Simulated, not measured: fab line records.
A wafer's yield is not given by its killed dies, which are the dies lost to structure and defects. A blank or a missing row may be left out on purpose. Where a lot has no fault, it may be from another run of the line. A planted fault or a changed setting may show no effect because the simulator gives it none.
fab line records	flow sky130
[record] lots = 6	wafers = 18	last-day = 50
route steps=708 shown LOCAL_INTERCONNECT@389 PAD_OPEN@708
lots that met no fault: taken from a fault-free run of the same line
start-h: hours from the record's first day to the start of the lot's first wafer shown	wait-h: hours elapsed since this lot's preceding step	" repeats the value in the row above	L1.1+2: a row that stands for several wafers	- either no value or no given start	* or withheld: withheld	< > ~ a bound
route shown NAME@n: a module of which the file shows steps, and the number in the route of the first	usual: mean/standard deviation of fault-free wafers	same: alike in all rows	chamber/n: place in a boat	sites: the reading at each site	_std_site: standard deviation of those values	_edge_site: mean of outer sites minus mean of inner sites	radius-mm: how far each site lies from the wafer's centre	mask NAME#n: copy n	behind: the last tool/chamber to shape the wafer	hold: reason for holding the lot/hours on hold/outcome of the hold	device: which transistor (n, p or np) failed to switch	end of line: the same wafers' tests at the end of the route	where a step has no rows: the recipe by itself	killed: the dies lost at the first sort to structure and to defects; this is not the yield of the wafer	map: shows each die of a wafer: x if killed, . if not, _ if none is there
set.NAME: the setting that was run; set.NAME@STEP: the one run at that earlier step	model.NAME: the simulator's own value behind a step, which no gauge read
a table for each step, a row for each wafer; lots at some steps of the route
services: a tool's chamber out of use, with start hour (start-h, from the record's first day; less than 0 if before it), hours out, and reason
[[steps]]
[step SKY_LOCAL_INTERCONNECT_THK_MEAS_02]
[recipe] thk-meas-gauge = xrf	reads = TiN_of_LOCAL_INTERCONNECT_SPUTTER_00
[usual] LOCAL_INTERCONNECT_TIN_THK = 97.7/1
lot.wafer	tool	chamber	start-h	wait-h	LOCAL_INTERCONNECT_TIN_THK[nm]
L782.3	film-metro-03	-	687.15	0.1	97.3
L782.5	"	-	"	"	97.6
L782.6	"	-	"	"	98.8
L791.1	film-metro-01	-	756.46	0.1	96.5
L791.3	"	-	"	"	98.4
L791.5	"	-	"	"	98.1
L792.1	film-metro-03	-	766.73	0.1	96.6
L792.3	"	-	"	"	97.4
L792.4	"	-	"	"	96.0
L797.2	film-metro-02	-	808.92	0.1	98.2
L797.3	"	-	"	"	97.4
L797.5	"	-	"	"	97.9
L798.1	film-metro-02	-	810.46	0.1	97.5
L798.4	"	-	"	"	98.3
L798.5	"	-	"	"	96.8
L804.1	film-metro-03	-	851.48	0.1	98.1
L804.3	"	-	"	"	98.1
L804.5	"	-	"	"	96.8
[step SKY_LOCAL_INTERCONNECT_DEHYDRATE_03]
[recipe] temp-c = 200	time-s = 60
[step SKY_LOCAL_INTERCONNECT_HMDS_04]
[recipe] prime-time-s = 60	prime-temp-c = 120
[step SKY_LOCAL_INTERCONNECT_COAT_05]
[recipe] resist = BARC	temp-c = withheld	time-s = withheld	spin-rpm = 3000	resist-thk-nm = 60
[step SKY_LOCAL_INTERCONNECT_COAT_06]
[recipe] resist = KrF-thick	spin-rpm = 3000	resist-thk-nm = 450
[step SKY_LOCAL_INTERCONNECT_SOFTBAKE_07]
[recipe] temp-c = 100	time-s = 90	resist = KrF-thick
[step SKY_LOCAL_INTERCONNECT_EXPOSE_08]
[recipe] mask-id = LI1M	na = 0.8	source-shape = annular	sigma-inner = 0.55	sigma-outer = 0.85	target-cd-nm = 170	dose-mj = 28
[step SKY_LOCAL_INTERCONNECT_PEB_09]
[recipe] peb-temp-c = withheld	peb-time-s = withheld	resist = KrF-thick
[step SKY_LOCAL_INTERCONNECT_DEVELOP_10]
[recipe] develop-time-s = 60	resist = KrF-thick	dev-temp-c = 21
[step SKY_LOCAL_INTERCONNECT_CD_MEAS_11]
[recipe] target-cd-nm = 170
[usual] cd-nm = 170.0/1.6
lot.wafer	tool	chamber	start-h	wait-h	cd-nm
L782.3	cd-sem-01	-	715.35	-	170.3
L782.5	"	-	"	"	170.1
L782.6	"	-	"	"	170.9
L791.1	cd-sem-01	-	783.58	-	169.7
L791.3	"	-	"	"	170.7
L791.5	"	-	"	"	170.6
L792.1	cd-sem-01	-	794.65	-	171.2
L792.3	"	-	"	"	170.7
L792.4	"	-	"	"	171.0
L797.2	cd-sem-02	-	835.10	-	166.0
L797.3	"	-	"	"	167.0
L797.5	"	-	"	"	165.6
L798.1	cd-sem-01	-	836.66	-	169.7
L798.4	"	-	"	"	170.8
L798.5	"	-	"	"	171.5
L804.1	cd-sem-01	-	877.47	-	169.3
L804.3	"	-	"	"	168.5
L804.5	"	-	"	"	168.0
[step SKY_LOCAL_INTERCONNECT_OVL_MEAS_12]
[usual] LOCAL_INTERCONNECT_OVL = 0/5.5
lot.wafer	tool	chamber	start-h	wait-h	LOCAL_INTERCONNECT_OVL[nm]
L782.3	overlay-01	-	715.44	0.1	1
L782.5	"	-	"	"	2
L782.6	"	-	"	"	8
L791.1	overlay-02	-	783.70	0.1	-3
L791.3	"	-	"	"	-7
L791.5	"	-	"	"	-8
L792.1	overlay-02	-	794.77	0.1	-4
L792.3	"	-	"	"	-6
L792.4	"	-	"	"	0
L797.2	overlay-02	-	835.21	0.1	5
L797.3	"	-	"	"	0
L797.5	"	-	"	"	3
L798.1	overlay-02	-	836.78	0.1	6
L798.4	"	-	"	"	-2
L798.5	"	-	"	"	6
L804.1	overlay-02	-	877.59	0.1	5
L804.3	"	-	"	"	-1
L804.5	"	-	"	"	6
[step SKY_LOCAL_INTERCONNECT_ETCH_13]
[recipe] chemistry = N2/H2	target = BARC	ion-energy-ev = 200	bias-w = 100	pressure-mtorr = 30	n2-flow-sccm = 100	h2-flow-sccm = 200	icp-w = 500	stop-on = SiO2	time-s = 45.9	target-depth-a = 600
[usual] bias-w = 100.0/0.3	chamber-pressure-mTorr = 29.998/0.026	drypump-motor-current-A = 6.1/0.36	oes-product-au = 0.855/0.0047	throttle-valve-pct = 13.226/0.009
lot.wafer	tool	chamber	start-h	wait-h	bias-w	chamber-pressure-mTorr	drypump-motor-current-A	oes-product-au	rf-hours-counter-h	throttle-valve-pct
L782.3	rie-metal-04	0	715.48	0.0	99.9	29.998	5.8	0.859	-	13.235
L782.5	"	0	"	"	100.3	30.003	5.8	0.862	-	13.237
L782.6	"	1	"	"	100.4	29.991	6.6	0.848	-	13.226
L791.1	rie-metal-01	0	783.73	0.0	100.3	29.955	6.4	0.853	15	13.226
L791.3	"	0	"	"	100.0	29.998	6.4	0.855	-	13.218
L791.5	"	1	"	"	99.7	30.045	6.2	0.846	-	13.227
L792.1	rie-metal-01	0	794.80	0.0	100.0	29.996	6.4	0.842	16	13.238
L792.3	"	0	"	"	99.8	30.030	6.4	0.856	-	13.223
L792.4	"	1	"	"	99.5	30.005	6.2	0.856	-	13.245
L797.2	rie-metal-02	1	835.24	0.0	100.3	29.958	5.6	0.861	10	13.231
L797.3	"	0	"	"	100.5	29.991	6.2	0.856	-	13.232
L797.5	"	1	"	"	100.3	30.040	5.6	0.855	-	13.222
L798.1	rie-metal-01	1	836.81	0.0	100.5	29.973	6.2	0.857	16	13.215
L798.4	"	1	"	"	100.4	29.999	6.2	0.860	-	13.233
L798.5	"	1	"	"	99.8	29.958	6.2	0.851	-	13.228
L804.1	rie-metal-02	0	877.62	0.0	100.3	29.943	6.2	0.852	9	13.246
L804.3	"	0	"	"	100.1	29.978	6.2	0.860	-	13.214
L804.5	"	0	"	"	99.9	30.025	6.2	0.851	-	13.224
[step SKY_LOCAL_INTERCONNECT_METAL_ETCH_14]
[recipe] target-depth-nm = 110	stop-on = PSG	chemistry = Cl2/BCl3	target = TiN	resist-sidewall-deg = 88	pressure-mtorr = 10	icp-w = 900	bias-w = 48.5	Cl2_flow_sccm = 60	bcl3-flow-sccm = 30	time-s = 31.4
[usual] bcl3-flow-sccm = 30.01/0.086	bias-w = 48.52/0.14	drypump-motor-current-A = 6.1/0.36	oes-product-au = 0.938/0.0071	throttle-valve-pct = 21.902/0.01
lot.wafer	tool	chamber	start-h	wait-h	bcl3-flow-sccm	bias-w	drypump-motor-current-A	oes-product-au	rf-hours-counter-h	throttle-valve-pct	model.KrF-thick_of_LOCAL_INTERCONNECT_COAT_06.thk-nm
L782.3	rie-metal-04	0	715.54	0.0	30.02	48.31	5.8	0.939	-	21.900	348.1
L782.5	"	0	"	"	29.98	48.57	5.8	0.930	-	21.880	347.5
L782.6	"	1	"	"	29.94	48.35	6.6	0.948	-	21.906	347.5
L791.1	rie-metal-01	0	783.80	0.0	-	-	-	-	-	-	393.3
L791.3	"	0	"	"	-	-	-	-	-	-	394.8
L791.5	"	1	"	"	-	-	-	-	-	-	392.3
L792.1	rie-metal-01	0	794.87	0.0	-	-	-	-	-	-	390.8
L792.3	"	0	"	"	-	-	-	-	-	-	392.3
L792.4	"	1	"	"	-	-	-	-	-	-	392.3
L797.2	rie-metal-02	1	835.30	0.0	30.00	48.48	5.5	0.942	10	21.908	348.5
L797.3	"	0	"	"	29.89	48.63	6.2	0.932	-	21.896	348.3
L797.5	"	1	"	"	30.00	48.70	5.6	0.936	-	21.884	348.2
L798.1	rie-metal-01	1	836.88	0.0	30.09	48.47	6.2	0.936	16	21.901	349.2
L798.4	"	1	"	"	29.94	48.83	6.2	0.948	-	21.901	348.5
L798.5	"	1	"	"	30.09	48.58	6.2	0.928	-	21.904	346.9
L804.1	rie-metal-02	0	877.69	0.0	29.86	48.65	6.2	0.939	9	21.913	349
L804.3	"	0	"	"	29.95	48.52	6.2	0.949	-	21.904	350.4
L804.5	"	0	"	"	29.82	48.49	6.2	0.942	-	21.892	348.9
[step SKY_LOCAL_INTERCONNECT_STRIP_15]
[recipe] chemistry = O2/N2	power-w = 1400	pressure-mtorr = 1500	platen-temp-c = withheld	o2-flow-sccm = 3000	n2-flow-sccm = 300	overash-fraction = 0.5
[usual] drypump-motor-current-A = 5.8/0.45	o2-flow-sccm = 3000/9	oes-product-au = 0.426/0.0042	strip-time-to-endpoint-s = 4.719/0.018
lot.wafer	tool	chamber	start-h	wait-h	drypump-motor-current-A	o2-flow-sccm	oes-product-au	rf-hours-counter-h	strip-time-to-endpoint-s
L782.3	plasma-asher-04	1	715.61	0.1	5.7	3002	0.431	-	4.729
L782.5	"	1	"	"	5.7	3000	0.423	-	4.703
L782.6	"	0	"	"	5.9	2993	0.430	-	4.723
L791.1	plasma-asher-01	0	783.85	0.0	6.1	3000	0.446	96	5.209
L791.3	"	0	"	"	6.1	2998	0.455	-	5.221
L791.5	"	1	"	"	5.2	2993	0.442	-	5.196
L792.1	plasma-asher-01	0	794.92	0.0	6.1	3000	0.442	97	5.172
L792.3	"	0	"	"	6.1	2991	0.443	-	5.206
L792.4	"	1	"	"	5.2	3010	0.448	-	5.196
L797.2	plasma-asher-04	1	835.35	0.0	5.7	2999	0.422	38	4.720
L797.3	"	1	"	"	5.7	3017	0.428	-	4.713
L797.5	"	0	"	"	5.9	3009	0.423	-	4.710
L798.1	plasma-asher-01	1	836.93	0.0	5.2	2999	0.429	102	4.736
L798.4	"	1	"	"	5.2	2993	0.425	-	4.722
L798.5	"	1	"	"	5.2	3004	0.427	-	4.694
L804.1	plasma-asher-02	1	877.74	0.0	6.4	3015	0.428	13	4.738
L804.3	"	1	"	"	6.5	3001	0.423	-	4.738
L804.5	"	0	"	"	5.1	2996	0.423	-	4.719
[step SKY_LOCAL_INTERCONNECT_STRIP_16]
[recipe] chemistry = post-etch-residue-remover	time-s = 1200	temp-c = 72.5
[step SKY_PAD_OPEN_PROBE_99]
[usual] killed_at_M0_to_M3 = 42/6.8	killed_at_M4_up = 3.2/1.8	killed-at-contacts = 25/5.4	killed-at-front-end = 15/4.5	killed-at-other = 0.3/0.56	killed-dies = 85/9.7	killed-on-rim = 17/3.3	killed-open = 46/7.1	killed-short = 39/6.5
[same] gross-dies = 492	killed-at-back-side = 0
lot.wafer	tool	chamber	start-h	wait-h	killed_at_M0_to_M3	killed_at_M4_up	killed-at-contacts	killed-at-front-end	killed-at-other	killed-dies	killed-on-rim	killed-open	killed-short
L782.3	prober-02	-	1084.78	0.2	48	3	22	24	0	97	18	52	45
L782.5	prober-02	-	1084.88	0.2	50	2	19	14	0	85	19	43	42
L782.6	prober-02	-	1084.93	0.2	42	3	27	13	0	85	15	40	45
L791.1	prober-01	-	1135.53	0.1	44	5	435	8	0	492	96	49	28
L791.3	prober-01	-	1135.63	0.2	34	5	441	12	0	492	96	39	29
L791.5	prober-01	-	1135.73	0.2	40	0	440	12	0	492	96	49	36
L792.1	prober-02	-	1141.89	0.1	51	4	418	19	0	492	96	52	36
L792.3	prober-02	-	1141.99	0.2	51	2	423	15	1	492	96	61	34
L792.4	prober-02	-	1142.04	0.2	38	6	436	12	0	492	96	49	37
L797.2	prober-01	-	1171.58	0.1	39	8	30	17	0	94	16	46	46
L797.3	prober-01	-	1171.63	0.2	54	3	23	16	0	96	20	52	43
L797.5	prober-01	-	1171.73	0.2	54	5	33	13	0	105	19	70	35
L798.1	prober-01	-	1172.93	0.1	45	3	33	10	0	91	15	55	36
L798.4	prober-01	-	1173.08	0.2	51	3	31	20	1	106	18	49	57
L798.5	prober-01	-	1173.13	0.2	40	4	31	11	0	86	18	49	37
L804.1	prober-01	-	1197.39	0.1	39	3	28	15	1	86	16	42	42
L804.3	prober-01	-	1197.49	0.2	40	0	23	18	4	85	13	46	35
L804.5	prober-01	-	1197.59	0.2	43	1	19	23	0	86	16	41	45
// killed by level:class
L782.3 CONTACT:geometric-particle:open=9 VIA1:geometric-particle:short=8 VIA1:geometric-particle:open=8 POLY_GATE:geometric-particle:short=7 VIA2:geometric-particle:open=7 VIA3:geometric-particle:open=7 METAL2:geometric-particle:short=6 POLY_GATE:geometric-particle:open=5
L782.5 VIA1:geometric-particle:open=9 CONTACT:geometric-particle:open=8 VIA3:geometric-particle:open=7 VIA2:geometric-particle:open=6 FIELD_ISO:geometric-particle:short=5 VIA1:geometric-particle:short=5 METAL2:geometric-particle:short=5 LOCAL_INTERCONNECT:geometric-particle:short=4
L782.6 METAL1:geometric-particle:short=11 LI_CONTACT:geometric-particle:open=9 CONTACT:geometric-particle:open=8 CONTACT:geometric-particle:short=6 VIA3:geometric-particle:open=6 METAL2:geometric-particle:short=6 VIA1:geometric-particle:open=5 VIA2:geometric-particle:open=5
L791.1 LOCAL_INTERCONNECT:area-etch=415 VIA1:geometric-particle:open=13 VIA2:geometric-particle:open=7 LI_CONTACT:geometric-particle:open=6 CONTACT:geometric-particle:open=6 VIA3:geometric-particle:open=6 FIELD_ISO:geometric-particle:open=5 VIA1:geometric-particle:short=5
L791.3 LOCAL_INTERCONNECT:area-etch=424 VIA1:geometric-particle:open=10 LI_CONTACT:geometric-particle:open=7 CONTACT:geometric-particle:open=6 FIELD_ISO:geometric-particle:short=5 VIA2:geometric-particle:open=5 FIELD_ISO:geometric-particle:open=4 VIA1:geometric-particle:short=4
L791.5 LOCAL_INTERCONNECT:area-etch=407 LI_CONTACT:geometric-particle:open=12 VIA1:geometric-particle:open=12 CONTACT:geometric-particle:short=8 CONTACT:geometric-particle:open=8 VIA2:geometric-particle:open=6 VIA1:geometric-particle:short=5 FIELD_ISO:geometric-particle:open=4
L792.1 LOCAL_INTERCONNECT:area-etch=404 VIA3:geometric-particle:open=12 VIA1:geometric-particle:open=9 CONTACT:geometric-particle:open=8 VIA1:geometric-particle:short=7 VIA2:geometric-particle:open=7 FIELD_ISO:geometric-particle:open=5 POLY_GATE:geometric-particle:short=5
L792.3 LOCAL_INTERCONNECT:area-etch=396 VIA1:geometric-particle:open=14 CONTACT:geometric-particle:open=12 LI_CONTACT:geometric-particle:open=9 VIA2:geometric-particle:open=9 VIA1:geometric-particle:short=6 VIA3:geometric-particle:short=6 POLY_GATE:geometric-particle:open=5
L792.4 LOCAL_INTERCONNECT:area-etch=406 CONTACT:geometric-particle:open=11 VIA2:geometric-particle:open=7 VIA1:geometric-particle:open=7 CONTACT:geometric-particle:short=7 LI_CONTACT:geometric-particle:open=6 VIA1:geometric-particle:short=6 VIA3:geometric-particle:open=5
L797.2 VIA1:geometric-particle:open=10 CONTACT:geometric-particle:open=9 FIELD_ISO:geometric-particle:open=7 LI_CONTACT:geometric-particle:open=7 CONTACT:geometric-particle:short=6 METAL4:geometric-particle:short=5 LOCAL_INTERCONNECT:geometric-particle:short=5 METAL1:geometric-particle:short=5
L797.3 CONTACT:geometric-particle:open=9 LI_CONTACT:geometric-particle:open=8 VIA3:geometric-particle:open=8 VIA1:geometric-particle:open=8 FIELD_ISO:geometric-particle:short=7 METAL1:geometric-particle:short=6 VIA1:geometric-particle:short=5 METAL2:geometric-particle:open=5
L797.5 VIA1:geometric-particle:open=19 CONTACT:geometric-particle:open=16 VIA3:geometric-particle:open=11 LI_CONTACT:geometric-particle:open=10 FIELD_ISO:geometric-particle:open=4 POLY_GATE:geometric-particle:short=4 CONTACT:geometric-particle:short=4 VIA1:geometric-particle:short=4
L798.1 CONTACT:geometric-particle:open=15 METAL2:geometric-particle:short=10 VIA2:geometric-particle:open=9 LI_CONTACT:geometric-particle:open=7 VIA1:geometric-particle:open=6 METAL1:geometric-particle:short=6 CONTACT:geometric-particle:short=5 POLY_GATE:geometric-particle:open=4
L798.4 CONTACT:geometric-particle:open=12 METAL2:geometric-particle:short=11 VIA3:geometric-particle:open=8 VIA3:geometric-particle:short=8 LI_CONTACT:geometric-particle:open=7 FIELD_ISO:geometric-particle:short=6 VIA1:geometric-particle:short=6 POLY_GATE:geometric-particle:short=5
L798.5 CONTACT:geometric-particle:open=11 LI_CONTACT:geometric-particle:open=8 VIA3:geometric-particle:open=8 VIA2:geometric-particle:open=7 LOCAL_INTERCONNECT:geometric-particle:short=6 VIA1:geometric-particle:open=6 METAL2:geometric-particle:short=5 VIA1:geometric-particle:short=4
L804.1 LI_CONTACT:geometric-particle:open=10 CONTACT:geometric-particle:open=7 VIA1:geometric-particle:open=7 FIELD_ISO:geometric-particle:short=6 CONTACT:geometric-particle:short=6 METAL2:geometric-particle:short=5 VIA3:geometric-particle:open=5 POLY_GATE:geometric-particle:short=4
L804.3 VIA2:geometric-particle:open=9 VIA1:geometric-particle:open=9 CONTACT:geometric-particle:short=7 CONTACT:geometric-particle:open=7 POLY_GATE:geometric-particle:short=6 VIA3:geometric-particle:open=6 METAL2:geometric-particle:short=5 FIELD_ISO:geometric-particle:open=4
L804.5 POLY_GATE:geometric-particle:short=8 CONTACT:geometric-particle:open=7 METAL1:geometric-particle:short=7 VIA3:geometric-particle:open=7 VIA1:geometric-particle:open=6 VIA1:geometric-particle:short=5 FIELD_ISO:geometric-particle:short=4 FIELD_ISO:geometric-particle:open=4
// map L791.1 (x killed, . not)
__________xxxxxxxxxx_________
________xxxxxxxxxxxxxx_______
______xxxxxxxxxxxxxxxxxx_____
_____xxxxxxxxxxxxxxxxxxxx____
____xxxxxxxxxxxxxxxxxxxxxx___
___xxxxxxxxxxxxxxxxxxxxxxxx__
__xxxxxxxxxxxxxxxxxxxxxxxxxx_
_xxxxxxxxxxxxxxxxxxxxxxxxxxxx
_xxxxxxxxxxxxxxxxxxxxxxxxxxxx
_xxxxxxxxxxxxxxxxxxxxxxxxxxxx
_xxxxxxxxxxxxxxxxxxxxxxxxxxxx
_xxxxxxxxxxxxxxxxxxxxxxxxxxxx
_xxxxxxxxxxxxxxxxxxxxxxxxxxxx
_xxxxxxxxxxxxxxxxxxxxxxxxxxxx
_xxxxxxxxxxxxxxxxxxxxxxxxxxxx
__xxxxxxxxxxxxxxxxxxxxxxxxxx_
___xxxxxxxxxxxxxxxxxxxxxxxx__
____xxxxxxxxxxxxxxxxxxxxxx___
_____xxxxxxxxxxxxxxxxxxxx____
______xxxxxxxxxxxxxxxxxx_____
________xxxxxxxxxxxxxx_______
__________xxxxxxxxxx_________
// map L792.1 (x killed, . not)
__________xxxxxxxxxx_________
________xxxxxxxxxxxxxx_______
______xxxxxxxxxxxxxxxxxx_____
_____xxxxxxxxxxxxxxxxxxxx____
____xxxxxxxxxxxxxxxxxxxxxx___
___xxxxxxxxxxxxxxxxxxxxxxxx__
__xxxxxxxxxxxxxxxxxxxxxxxxxx_
_xxxxxxxxxxxxxxxxxxxxxxxxxxxx
_xxxxxxxxxxxxxxxxxxxxxxxxxxxx
_xxxxxxxxxxxxxxxxxxxxxxxxxxxx
_xxxxxxxxxxxxxxxxxxxxxxxxxxxx
_xxxxxxxxxxxxxxxxxxxxxxxxxxxx
_xxxxxxxxxxxxxxxxxxxxxxxxxxxx
_xxxxxxxxxxxxxxxxxxxxxxxxxxxx
_xxxxxxxxxxxxxxxxxxxxxxxxxxxx
__xxxxxxxxxxxxxxxxxxxxxxxxxx_
___xxxxxxxxxxxxxxxxxxxxxxxx__
____xxxxxxxxxxxxxxxxxxxxxx___
_____xxxxxxxxxxxxxxxxxxxx____
______xxxxxxxxxxxxxxxxxx_____
________xxxxxxxxxxxxxx_______
__________xxxxxxxxxx_________
[[services]]
tool	chamber	start-h	hours	kind
plasma-asher-01	-	696.23	2.8	pm
plasma-asher-02	-	733.79	9.0	pm
plasma-asher-02	0	733.79	9.0	vent-cycle
plasma-asher-02	1	733.79	9.0	vent-cycle
plasma-asher-02	0	742.79	-	clean
plasma-asher-02	1	742.79	-	clean
plasma-asher-04	-	767.72	4.0	repair
rie-metal-01	0	809.89	-	clean
rie-metal-01	0	809.89	19.0	scheduled-down
rie-metal-01	0	809.89	19.0	vent-cycle
rie-metal-01	1	840.22	-	clean
rie-metal-01	1	840.22	21.4	scheduled-down
rie-metal-01	1	840.22	21.4	vent-cycle
[[key]]
[first-sign] step = SKY_LOCAL_INTERCONNECT_METAL_ETCH_14	reading = tool-record	direction = missing
[effect] step = SKY_LOCAL_INTERCONNECT_STRIP_15	reading = strip-time-to-endpoint-s	direction = up	sigmas = 27	usual = *	struck = *
[effect] step = SKY_PAD_OPEN_PROBE_99	reading = killed-at-contacts	direction = up	sigmas = 75	usual = 25	struck = 432
[model-effect] step = SKY_LOCAL_INTERCONNECT_METAL_ETCH_14	value = KrF-thick_of_LOCAL_INTERCONNECT_COAT_06.thk-nm	without = 348.6	struck = 392.6
[more-kills-born-at] SKY_LOCAL_INTERCONNECT_METAL_ETCH_14@rie-metal-01 = 2452
met-at SKY_LOCAL_INTERCONNECT_METAL_ETCH_14
struck-wafers L791.1,L791.3,L791.5,L792.1,L792.3,L792.4
later-rows-left-out L791.1,L791.3,L791.5,L792.1,L792.3,L792.4
tester-left-out L791,L792
[fault] kind = skipped-step-whole	tool = rie-metal-01	chamber = -	onset-h = 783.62	steps = SKY_LOCAL_INTERCONNECT_METAL_ETCH_14	scope = struck-lots-only
// tester-left-out: of these lots the tester's yield and bins aren't shown, on N5 and GAA mostly nor the transistor test; their killed dies are dies lost to structure and defects alone, not to doping, threshold or leakage, so they don't give the yield
// later-rows-left-out: the simulator's readings of these wafers behind a module that went badly wrong aren't trusted and aren't shown, but for the sort
